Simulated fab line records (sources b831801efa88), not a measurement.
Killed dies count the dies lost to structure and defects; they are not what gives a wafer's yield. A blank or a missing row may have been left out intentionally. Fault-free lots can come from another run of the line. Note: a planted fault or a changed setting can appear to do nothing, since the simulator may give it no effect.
Code-filled problem report in 8D (eight disciplines) form + flow gf180mcu + the parts of the form that need people (team, actions taken, sign-off) are left out

## 1. WHAT WENT WRONG
Mean of chamber pressure Torr at GF_V1_CVD_23: 37.15 Torr across 3 wafers in 2 lots; on wafers with no fault it is 40.01 Torr (standard deviation 0.084). That is -34 standard deviations from the usual mean.
The step: deposits W, target thk 350 nm, time 105.05 s.
Earliest sighting: wafer L309.3 on cvd w-01 at day 22 12:39. The record holds 36 wafers of 14 lots with a number at this step. By rule, "out" or "out of limits" means more than 4 standard deviations away from the usual mean. Any other wafer with a number is counted as sound.

## 2. WHAT IT IS; WHAT IT IS NOT
| question                    | is                     | is not                                                                                                   |
|-----------------------------|------------------------|----------------------------------------------------------------------------------------------------------|
| which readings at this step | chamber pressure Torr  | heater power w                                                                                           |
| which lots                  | L309, L313             | L298, L299, L301, L303, L304, L305, L311, L312, L314, L315, L318, L320                                   |
| which wafers of those lots  | L309.3, L313.2, L313.4 | L313.6                                                                                                   |
| read on which tools         | cvd w-01               | cvd w-02                                                                                                 |
| when                        | from day 22 12:39      | up to then (18 sound wafers); but 15 sound wafers of L311, L312, L313, L314, L315, L318, L320 came after |

## 3. SUSPECTS, AND WHAT RULES EACH OUT
Counting: any tool at a process step up to the reading remains a suspect provided it ran every lot that is out. Sound lots after the first of them don't rule it out here, since some wafers of a struck lot are sound.
- cvd w-01 at GF_V1_CVD_23 (deposits W, target thk 350 nm, time 105.05 s): kept. Ran every lot that is out, first one L309 (day 22 12:39); last sound lot up to then L304 (day 20 14:34). Its own readings are out on those wafers: chamber pressure Torr.
- Within cvd w-01 at GF_V1_CVD_23: the wafers that are out ran in chamber 0; their sound lot-mates ran in chamber 1.
Left after counting: cvd w-01 at GF_V1_CVD_23.

## 4. THE CAUSE (what the simulator had put in)
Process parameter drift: cvd w-01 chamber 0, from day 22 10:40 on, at GF_V1_CVD_23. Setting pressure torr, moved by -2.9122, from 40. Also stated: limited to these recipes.
The count eliminated every tool but this one.

## 5. THE CHAIN OF EFFECTS, in route order
Each row: a reading where the mean over the struck wafers with a number is more than 3 standard deviations away from the usual. Scope: only readings with a usual standard deviation given in the record; hours: median across lots of the time from each lot's start at the first step in this table that gives one to its start at this step; sigmas: change in usual standard deviations.
| hours | step         | reading               | usual      | on struck wafers | change | sigmas |
|-------|--------------|-----------------------|------------|------------------|--------|--------|
| 0     | GF_V1_CVD_23 | chamber pressure Torr | 40.01 Torr | 37.15            | -2.86  | -34    |
Process steps it contains:
- GF_V1_CVD_23: deposits W, target thk 350 nm, time 105.05 s.

## 6. WHAT WOULD HAVE CAUGHT IT SOONER
The fault began at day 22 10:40; the first out-of-limits reading in this record came at day 22 12:39, 2 hours later.
